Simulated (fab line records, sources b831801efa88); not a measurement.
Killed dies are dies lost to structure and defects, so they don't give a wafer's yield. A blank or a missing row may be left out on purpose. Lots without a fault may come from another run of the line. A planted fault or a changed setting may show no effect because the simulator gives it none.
Chamber matching | flow sfq_line | SFQ_TRILAYER_L0_VIA_ETCH_VIA_ETCH_016 on rie_diel-02: 4 sister chambers
The step etches SiO2 in CHF3, stops on MoNx KI, target depth 80 nm. 4 wafers are shown with their chamber, then 6 later ones without.

WAFERS WITH THEIR CHAMBER
wafer  | chamber | drypump_motor_current_A (A)
L706.3 | 2       | 5.2
L706.4 | 3       | 6.1
L713.1 | 1       | 5.7
L713.3 | 0       | 4.8

WAFERS WITHOUT THEIR CHAMBER
wafer  | drypump_motor_current_A (A)
L713.6 | 6.2
L717.2 | 4.8
L717.3 | 5.3
L723.2 | 4.8
L723.3 | 5.2
L723.5 | 6.2

WHICH CHAMBER EACH WENT THROUGH
wafer  | from the rows above | in truth
L713.6 | 3                   | 3
L717.2 | 0                   | 0
L717.3 | 2                   | 2
L723.2 | 0                   | 0
L723.3 | 2                   | 2
L723.5 | 3                   | 3
Placed correctly: 6 of 6. Can't be placed from these rows: 0. Placed wrongly: 0.
How it was worked out, from the rows above alone: a wafer's distance from a chamber is the root of the sum, over the readings, of the square of ((its reading less the chamber's mean) divided by the reading's scatter). The wafer belongs to the nearest chamber; if the next one is less than 2 further off, it can't be placed. A chamber's mean is the mean of its shown wafers. The scatter: with one shown wafer a chamber, the root of the mean of the squares of how far each hidden wafer lies from its nearest shown one.
